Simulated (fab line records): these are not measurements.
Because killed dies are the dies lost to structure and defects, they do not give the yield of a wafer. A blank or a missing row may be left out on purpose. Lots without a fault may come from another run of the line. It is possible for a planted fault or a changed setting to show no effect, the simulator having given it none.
The tool behind it: which one? | flow sky130 | 7 lots with 21 wafers sampled at 3 steps, on a route of 708 steps

== WHAT THE GAUGES READ, wafer by wafer ==
SKY_LDD_LDN_TW_MEAS_13.
lot  | measured     | on            | LDD_LDN_TW
L235 | day 23 06:17 | film metro-03 | 1495 1491 1492
L240 | day 25 03:03 | film metro-02 | 1348 1353 1348
L242 | day 25 21:52 | film metro-03 | 1361 1364 1369
L247 | day 27 15:19 | film metro-02 | 1471 1459 1470
L250 | day 28 08:58 | film metro-02 | 1475 1471 1475
L253 | day 29 07:01 | film metro-01 | 1476 1469 1477
L256 | day 30 03:47 | film metro-03 | 1483 1481 1488

== WHAT TOOL EACH LOT RAN ON (gives the tool, then ch and the chambers of the sampled wafers, and finally the start) ==
lot  | SKY_POLY_GATE_STRIP_18               | SKY_LDD_LDN_IMPLANT_08
L235 | plasma asher-04 ch 1, day 16 17:15   | implanter-01 ch 0, day 23 05:36
L240 | plasma asher-02 ch 0, day 18 15:15   | implanter-02, day 25 02:22
L242 | plasma asher-02 ch 0,1, day 19 08:53 | implanter-01, day 25 21:11
L247 | plasma asher-04 ch 0,1, day 21 08:32 | implanter-02 ch 0, day 27 14:37
L250 | plasma asher-04 ch 0,1, day 22 04:01 | implanter-01 ch 0, day 28 08:16
L253 | plasma asher-01 ch 0,1, day 23 02:23 | implanter-02 ch 0, day 29 06:19
L256 | plasma asher-02 ch 0,1, day 24 01:18 | implanter-01 ch 0, day 30 03:05
- SKY_POLY_GATE_STRIP_18: strips in O2/N2.
- SKY_LDD_LDN_IMPLANT_08

== THE ANSWER, worked out from the rows above alone ==
Rule: what is usual is taken from the lots themselves. The widest of any qualifying gaps counts: lots, ordered by their means at a reading, are off when they make up no more than a third of the lots, leave a main group of 4 or more, and stand apart from it by 3 or more times the standard deviation of that group's means. A main group is skipped when, at the precision printed for the reading in the tables above, its means are all equal. Also off: a lot with no number at a reading for which 4 or more lots have one. All remaining lots with rows at the step are treated as sound.
Off: L240, L242, at SKY_LDD_LDN_TW_MEAS_13 (LDD_LDN_TW). For the main group the mean is 1478 and the standard deviation 9.1.
If a tool, at a process step before that reading, ran all the lots that are off and no sound lot after the first of them, it fits. Those tools and the gauges at SKY_LDD_LDN_TW_MEAS_13 are tried in the same way. None of those tried fits.

== WHAT HAD BEEN PUT IN BY THE SIMULATOR ==
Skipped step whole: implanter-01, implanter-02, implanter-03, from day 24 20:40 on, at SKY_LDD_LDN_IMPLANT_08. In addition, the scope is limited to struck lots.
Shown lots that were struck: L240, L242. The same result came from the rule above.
